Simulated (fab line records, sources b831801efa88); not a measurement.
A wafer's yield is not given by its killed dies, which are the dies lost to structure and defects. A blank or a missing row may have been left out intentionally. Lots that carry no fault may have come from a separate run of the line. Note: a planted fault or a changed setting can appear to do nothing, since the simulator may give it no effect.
A lot that was struck, set against a sound lot || flow sky130 || 14 out of 708 route steps
Sound: wafers L429.2, L429.3, L429.5. Wafers struck: L438.2, L438.4, L438.6. The cause is given at the end.
Order at every step that has rows: each side's tool, ch and its chambers, its first start. Under that, the readings that differ: sound wafers || struck wafers || difference of the means || sigmas: that difference in standard deviations of wafers without a fault.
alike: readings whose means differ by less than 2 such deviations, and words and numbers that are the same on both sides. not compared: withheld readings, readings that some wafer has no value for, bounds like >300 that may hide the same value, and numbers for which the record gives no deviation and whose values overlap.
Wherever a step has rows on one side only, a row that says differs or no value, or a row with sigmas, the two part there. Numbers that have no deviation but don't overlap get no sigmas and don't part them. A reading missing from all wafers of one side parts the sides only when that side holds two or more wafers.

first, 3 steps without rows for these wafers: SKY_VT_ADJUST_HVTR_EXPOSE_04 (exposes mask HVTRM, target cd 380 nm); SKY_VT_ADJUST_HVTR_PEB_05; SKY_VT_ADJUST_HVTR_DEVELOP_06 (develop time 59.11 s).
SKY_VT_ADJUST_HVTR_CD_MEAS_07 targets a cd of 380 nm.
  sound on cd-sem-02 at day 12 05:58; struck on cd-sem-01 at day 15 04:12
  alike: cd-nm
SKY_VT_ADJUST_HVTR_OVL_MEAS_08:
  sound on overlay-01 at day 12 06:05; struck on overlay-02 at day 15 04:19
  alike: VT_ADJUST_HVTR_OVL
after that, 1 step had no rows for these wafers: SKY_VT_ADJUST_HVTR_IMPLANT_09.
SKY_VT_ADJUST_HVTR_STRIP_10: strips in O2/N2.
  sound on plasma-asher-02 ch 0,1, day 12 06:16; struck on plasma-asher-01 ch 0, day 15 04:29
  alike: drypump-motor-current-A, n2-flow-sccm, oes-product-au, strip-time-to-endpoint-s
  not compared: rf-hours-counter-h
SKY_VT_ADJUST_HVTR_TW_MEAS_11:
  sound on film-metro-04 at day 12 06:22; struck on film-metro-04 at day 15 04:36
  alike: VT_ADJUST_HVTR_TW
then, 4 steps without rows for these wafers: SKY_VT_ADJUST_PCH_DEHYDRATE_00 (time 60 s); SKY_VT_ADJUST_PCH_HMDS_01 (prime time 60 s); SKY_VT_ADJUST_PCH_COAT_02 (resist thk 3000 nm); SKY_VT_ADJUST_PCH_SOFTBAKE_03.
SKY_VT_ADJUST_PCH_EXPOSE_04: exposes mask NWM, target cd 840 nm.
  sound on iline-stepper-01 ch 0, day 12 18:55; struck on iline-stepper-01, day 15 18:55
  no value came back on the struck wafers for exposure-dose-mJ-cm2, focus-offset-nm (nm); on the sound wafers exposure-dose-mJ-cm2 reads 255.29 254.99 255.12
  alike: mask
after that, 1 step had no rows for these wafers: SKY_VT_ADJUST_PCH_PEB_05.

== WHERE THEY PART ==
Within this record, at SKY_VT_ADJUST_PCH_EXPOSE_04 only.

WHY: what the simulator had put in
Whole step skipped at SKY_VT_ADJUST_PCH_EXPOSE_04 on iline-stepper-01, starting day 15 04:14. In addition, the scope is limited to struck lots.
